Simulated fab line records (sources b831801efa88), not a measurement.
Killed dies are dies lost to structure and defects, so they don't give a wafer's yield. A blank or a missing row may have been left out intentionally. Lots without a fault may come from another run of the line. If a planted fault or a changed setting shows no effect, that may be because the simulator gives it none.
One fault through the eyes of 2 desks | flow gf180mcu | each desk holds nothing but its own numbers, with what lay behind them at the end

METROLOGY DESK
Means of the sampled wafers that have a number, per lot and without regard to the tool the lot ran on: this is what the gauges read. The brackets show how far a lot's mean lies from the usual mean; more than 4 standard deviations puts the lot out of limits, marked OUT.
Columns: A = HV_LDD_4_TW at GF_HV_LDD_TW_MEAS_50, usual 565.1; B = V1_W_RS at GF_V1_RS_MEAS_24, usual 0.329 ohm/sq
lot  | first seen here | A     | B
L389 | day 12 08:08    | 566.0 | 0.327
L392 | day 13 10:08    | 566.1 | 0.328
L393 | day 13 18:43    | 559.8 | 0.330
L395 | day 14 05:40    | 563.8 | 0.329
L397 | day 15 09:02    | 567.8 | 0.326
L404 | day 17 15:10    | 566.8 | 0.332
L405 | day 17 23:20    | 564.0 | 0.326
L407 | day 18 07:22    | 568.2 | 0.331
L408 | day 18 17:06    | 565.6 | 0.331
L409 | day 18 23:31    | 565.3 | 0.326
L410 | day 19 04:52    | 563.7 | 0.326
L412 | day 20 01:29    | 565.8 | 0.324
This desk's verdict: no lot among the 12 shows anything out of limits.

FOR THE TOOL OWNER'S DESK: litho-track-01
The tool's own readings at GF_DUAL_GATE_DEVELOP_10 (develop time 60 s): means of the sampled wafers that have a number, for each lot that ran on this tool. The brackets show how far a lot's mean lies from the usual mean; more than 4 standard deviations puts the lot out of limits, marked OUT.
Columns: A = chill-plate-temp-C at GF_DUAL_GATE_DEVELOP_10, usual 22.99 C
lot  | first seen here | A
L408 | day 13 20:43    | 23.06
L409 | day 14 02:22    | 22.92
L412 | day 15 00:56    | 22.99
This desk's verdict: no lot among the 3 shows anything out of limits.

PUT TOGETHER
The metrology desk saw nothing out of limits.
The desk of the tool owner found nothing out of limits.

WHAT THE SIMULATOR HAD PUT IN
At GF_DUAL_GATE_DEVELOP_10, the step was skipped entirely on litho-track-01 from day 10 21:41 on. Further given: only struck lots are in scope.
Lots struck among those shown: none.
